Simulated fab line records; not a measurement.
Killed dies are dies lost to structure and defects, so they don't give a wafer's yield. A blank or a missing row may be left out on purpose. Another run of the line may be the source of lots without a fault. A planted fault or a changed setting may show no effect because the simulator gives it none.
Which of the tools did it? | flow gf180mcu | 14 lots, 42 wafers sampled, at 2 steps of a route of 602

## WHAT THE GAUGES SHOWED, per wafer
GF_HV_LDD_CD_MEAS_31: target cd 400 nm.
lot  | measured     | on        | cd_nm (nm)
L211 | day 11 12:49 | cd_sem-01 | 398.6 399.0 399.8
L212 | day 11 20:10 | cd_sem-01 | 398.6 397.1 397.8
L213 | day 12 06:02 | cd_sem-02 | 400.0 402.1 399.7
L216 | day 13 04:30 | cd_sem-01 | 397.2 397.1 397.1
L217 | day 13 09:13 | cd_sem-02 | 399.3 401.4 399.4
L218 | day 13 19:17 | cd_sem-01 | 400.0 400.3 401.3
L219 | day 14 04:04 | cd_sem-01 | 403.6 406.5 404.6
L223 | day 15 14:15 | cd_sem-02 | 397.1 398.3 399.1
L224 | day 15 17:39 | cd_sem-02 | 409.0 400.0 409.4
L225 | day 16 03:08 | cd_sem-02 | 399.2 410.6 397.8
L231 | day 17 21:26 | cd_sem-01 | 397.9 397.8 397.9
L232 | day 18 06:08 | cd_sem-01 | 398.7 397.2 400.2
L233 | day 18 14:47 | cd_sem-02 | 400.1 401.2 400.8
L234 | day 19 03:01 | cd_sem-02 | 396.8 395.7 395.8

## EACH LOT AND THE TOOL THAT RAN IT (in order: tool; ch and the chambers of the sampled wafers; start)
lot  | GF_HV_LDD_COAT_26
L211 | litho_track-01 ch 0, day 11 03:56
L212 | litho_track-02 ch 0, day 11 10:45
L213 | litho_track-01 ch 0, day 11 19:16
L216 | litho_track-02 ch 0, day 12 18:27
L217 | litho_track-01 ch 0, day 12 23:14
L218 | litho_track-01 ch 0, day 13 08:51
L219 | litho_track-02 ch 0, day 13 17:20
L223 | litho_track-02 ch 0, day 15 04:03
L224 | litho_track-02 ch 0, day 15 06:30
L225 | litho_track-02 ch 0, day 15 16:09
L231 | litho_track-04 ch 0, day 17 10:02
L232 | litho_track-04 ch 0, day 17 18:26
L233 | litho_track-01 ch 0, day 18 02:54
L234 | litho_track-04 ch 0, day 18 14:16
- GF_HV_LDD_COAT_26: resist thk 1000 nm.

## AS READ BY THE TOOLS THEMSELVES (means over the sampled wafers that have a number; for cases with no such wafer, the mark the record gives instead)
GF_HV_LDD_COAT_26.
lot  | tool           | dispense_pressure_kPa (kPa)
L211 | litho_track-01 | 43
L212 | litho_track-02 | 49
L213 | litho_track-01 | 43
L216 | litho_track-02 | 49
L217 | litho_track-01 | 43
L218 | litho_track-01 | 43
L219 | litho_track-02 | 49
L223 | litho_track-02 | 49
L224 | litho_track-02 | 49
L225 | litho_track-02 | 49
L231 | litho_track-04 | 55
L232 | litho_track-04 | 55
L233 | litho_track-01 | 43
L234 | litho_track-04 | 55

## THE ANSWER, worked out from the rows above alone
Rule: what is usual is taken from the lots themselves. The widest of any qualifying gaps counts: lots, ordered by their means at a reading, are off when they make up no more than a third of the lots, leave a main group of 4 or more, and stand apart from it by 3 or more times the standard deviation of that group's means. Not used: any main group whose means are identical at the precision the tables above print for the reading. A lot without any number at a reading at which 4 lots or more have one is off too. All remaining lots with rows at the step are treated as sound. First the gauges in route order, then the tools' own readings, where a lot's mean is used as printed above. At the first step where some lot is off, the reading lying furthest off is the one used; lots without a number count as furthest.
None of the lots is off at any reading shown; this tells nothing.

## WHAT WAS PUT IN BY THE SIMULATOR
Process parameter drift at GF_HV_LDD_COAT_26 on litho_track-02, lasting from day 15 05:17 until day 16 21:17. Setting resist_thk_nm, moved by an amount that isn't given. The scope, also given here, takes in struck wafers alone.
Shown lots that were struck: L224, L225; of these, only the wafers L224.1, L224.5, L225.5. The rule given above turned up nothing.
